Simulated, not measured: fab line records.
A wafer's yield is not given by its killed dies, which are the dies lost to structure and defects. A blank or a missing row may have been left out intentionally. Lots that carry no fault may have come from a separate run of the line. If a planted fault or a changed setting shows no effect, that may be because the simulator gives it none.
Which tool did it? / flow gf180mcu / route of 602 steps, sampled at 1 step: 12 lots, 36 wafers

WHAT THE GAUGES READ, wafer by wafer
GF_PSD_CD_MEAS_07: target cd 400 nm.
lot=L075; measured=day 14 09:54; on=cd-sem-02; cd-nm (nm)=401.8 401.4 401.3
lot=L077; measured=day 15 04:36; on=cd-sem-02; cd-nm (nm)=396.6 395.1 396.3
lot=L079; measured=day 15 23:50; on=cd-sem-02; cd-nm (nm)=403.5 401.0 400.1
lot=L081; measured=day 16 15:08; on=cd-sem-02; cd-nm (nm)=396.6 398.3 400.3
lot=L083; measured=day 17 12:38; on=cd-sem-01; cd-nm (nm)=400.4 400.1 399.9
lot=L085; measured=day 18 04:40; on=cd-sem-02; cd-nm (nm)=398.2 400.4 399.5
lot=L087; measured=day 18 20:50; on=cd-sem-02; cd-nm (nm)=400.0 400.4 403.5
lot=L089; measured=day 19 09:53; on=cd-sem-02; cd-nm (nm)=394.6 397.9 395.7
lot=L091; measured=day 20 06:58; on=cd-sem-02; cd-nm (nm)=400.1 398.1 398.1
lot=L093; measured=day 20 22:53; on=cd-sem-02; cd-nm (nm)=398.2 399.3 399.9
lot=L095; measured=day 21 13:23; on=cd-sem-02; cd-nm (nm)=396.0 396.4 397.4
lot=L097; measured=day 22 09:09; on=cd-sem-02; cd-nm (nm)=397.6 399.4 399.2

TOOL THAT RAN EACH LOT (tool first, then ch and the chambers of the sampled wafers, then the start)
Before these readings, the record contains no process step.

THE ANSWER, worked out from the rows above alone
Rule: usual is defined by the lots themselves. Put in order of their means at a reading, lots are off if they are a third of the lots or fewer, leave a main group of 4 or more, and stand apart from it by a gap of 3 or more times the standard deviation of the main group's means; of several such gaps the widest counts. If all means in a main group match to the digits the tables above print for the reading, that group is not used. Also off: a lot with no number at a reading for which 4 or more lots have one. The other lots that the step has rows for count as sound.
None of the lots is off at any reading shown; this tells nothing.

WHAT WAS PUT IN BY THE SIMULATOR
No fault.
